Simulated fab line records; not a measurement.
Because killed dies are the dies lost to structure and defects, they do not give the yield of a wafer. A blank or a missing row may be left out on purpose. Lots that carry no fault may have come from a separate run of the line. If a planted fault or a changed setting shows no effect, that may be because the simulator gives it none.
Struck lot and sound lot, side by side    flow sky130    16 out of 708 route steps
Sound: the wafers L959.1, L959.3, L959.4. Wafers struck: L965.2, L965.3, L965.4. Last of all comes the cause.
At each step with rows: each side's tool, then ch and its chambers, then its first start. Under that, the readings that differ: sound wafers    struck wafers    difference of the means    sigmas: that difference in standard deviations of wafers without a fault.
alike: words and numbers the same on both sides, and readings whose means are apart by under 2 such deviations; not compared: readings that were withheld, readings missing a value for some wafer, numbers with overlapping values and no deviation given by the record, and bounds like >300 which may hide the same value.
Wherever a step has rows on one side only, a row that says differs or no value, or a row with sigmas, the two part there. When numbers do not overlap yet have no deviation, they are printed without sigmas and do not part them. Lack of a reading on every wafer of one side parts them only where that side has two or more wafers.

first, 5 steps without rows for these wafers: SKY_SONOS_TUNNEL_COAT_02 (resist thk 1140 nm); SKY_SONOS_TUNNEL_SOFTBAKE_03 (time 60 s); SKY_SONOS_TUNNEL_EXPOSE_04 (exposes mask TUNM, target cd 410 nm); SKY_SONOS_TUNNEL_PEB_05; SKY_SONOS_TUNNEL_DEVELOP_06 (develop time 60 s).
SKY_SONOS_TUNNEL_CD_MEAS_07 targets a cd of 410 nm.
  sound on cd sem-02, day 13 07:50; struck on cd sem-02, day 15 14:43
  alike: cd nm
SKY_SONOS_TUNNEL_OVL_MEAS_08:
  sound on overlay-02, day 13 07:57; struck on overlay-01, day 15 14:50
  alike: SONOS_TUNNEL_OVL
then, 3 steps without rows for these wafers: SKY_SONOS_TUNNEL_IMPLANT_09; SKY_SONOS_TUNNEL_WET_ETCH_10 (etches SiO2 in dHF, target depth 14 nm, time 280 s); SKY_SONOS_TUNNEL_STRIP_11 (strips in SPM, time 600 s).
SKY_SONOS_TUNNEL_TW_MEAS_12:
  sound on film metro-02, day 13 08:24; struck on film metro-03, day 15 15:17
  alike: SONOS_TUNNEL_TW
then, 1 step without rows for these wafers: SKY_SONOS_TUNNEL_CLEAN_13 (cleans in dHF, time 20 s).
SKY_SONOS_ONO_OXIDATION_00: stabilise 600 s, purge 300 s, target thk 2.6 nm.
  sound on furnace-01 ch 0, day 13 08:41; struck on furnace-01 ch 0, day 15 16:38
reading                                           sound                 struck                difference  sigmas
spike tc bottom C (C)                             815.9 814.4 812.7     835.7 836.8 835.8     +21.8       +11
spike tc centre C (C)                             801.1 802.5 801.6     822.4 823.5 821.6     +20.8       +16
spike tc lower C (C)                              800.5 800.6 800.7     821.5 821.3 821.4     +20.8       +21
spike tc top C (C)                                813.2 812.0 813.4     831.8 832.5 831.5     +19.1       +17
spike tc upper C (C)                              799.6 799.4 799.5     820.4 822.1 820.2     +21.4       +22
tube center temp C (C)                            799.94 799.99 799.97  821.56 821.44 821.43  +21.51      +99 or more
tube_center_temp_C_max                            802.4 802.2 801.8     823.8 823.6 823.3     +21.4       +61
zone power upper pct (%)                          13.74 14.00 14.03     14.59 14.70 15.04     +0.85       +5
model.SiO2_of_SONOS_ONO_OXIDATION_00.thk nm (nm)  2.507 2.531 2.542     3.54 3.565 3.496      +1.01       
  alike: ramp up c per min, zone power lower pct, zone power top pct
SKY_SONOS_ONO_THK_MEAS_01:
  sound on film metro-03, day 13 10:02; struck on film metro-01, day 15 18:00
reading                       sound           struck          difference  sigmas
SONOS_ONO_OXIDATION_THK (nm)  2.55 2.54 2.56  3.54 3.58 3.54  +1.00       +16
then, 1 step without rows for these wafers: SKY_SONOS_ONO_CVD_02 (deposits Si3N4 from DCS/NH3, target thk 10.5 nm, time 180 s).
-- the record jumps here: 34 days lie between the struck wafers' starts before and after (it left off in module SONOS_ONO and takes up again in module PAD_OPEN, whose first step shown is number 708 of the route) --
SKY_PAD_OPEN_PROBE_99:
  sound on prober-02, day 47 14:52; struck on prober-01, day 49 13:04
reading                                      sound                 struck                difference  sigmas
model.etest.sonos erased.drive ua um         197.9 170.3 185.4     20.88 22.65 20.32     -163.25     
model.etest.sonos uncharged.r on ohm um      822.3 809.2 801.6     861.8 857.5 847.4     +44.5       
model.etest.sonos programmed.off log10 a um  -13.93 -14.03 -13.97  -11.88 -11.08 -12.76  +2.07       
model.etest.sonos erased.vt v (V)            -2.286 -2.247 -2.3    -0.4 -0.4269 -0.374   +1.9        
model.etest.cap ono.gate log10 a cm2         -7.922 -8.023 -7.854  -9.424 -9.441 -9.333  -1.466      
model.etest.cap ono.gate bv v (V)            16.3 16.2 16.66       17.44 18.03 17.6      +1.30       
model.etest.cap ono.tox acc nm (nm)          12.88 12.98 12.84     14.06 14.12 13.96     +1.15       
model.etest.sonos programmed.vt v (V)        1.448 1.472 1.498     0.7573 0.7013 0.8799  -0.6932     
  alike: killed_at_M0_to_M3, killed_at_M4_up, killed at contacts, killed at front end, killed at other, killed dies, killed open, killed short

== WHERE THEY PART ==
Earliest at SKY_SONOS_ONO_OXIDATION_00; latest, in this record, at SKY_SONOS_ONO_THK_MEAS_01. Later steps at which nothing parts them and some readings are alike: SKY_PAD_OPEN_PROBE_99.

WHY: what had been put in by the simulator
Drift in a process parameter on furnace-01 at SKY_SONOS_ONO_OXIDATION_00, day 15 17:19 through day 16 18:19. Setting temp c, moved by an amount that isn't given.
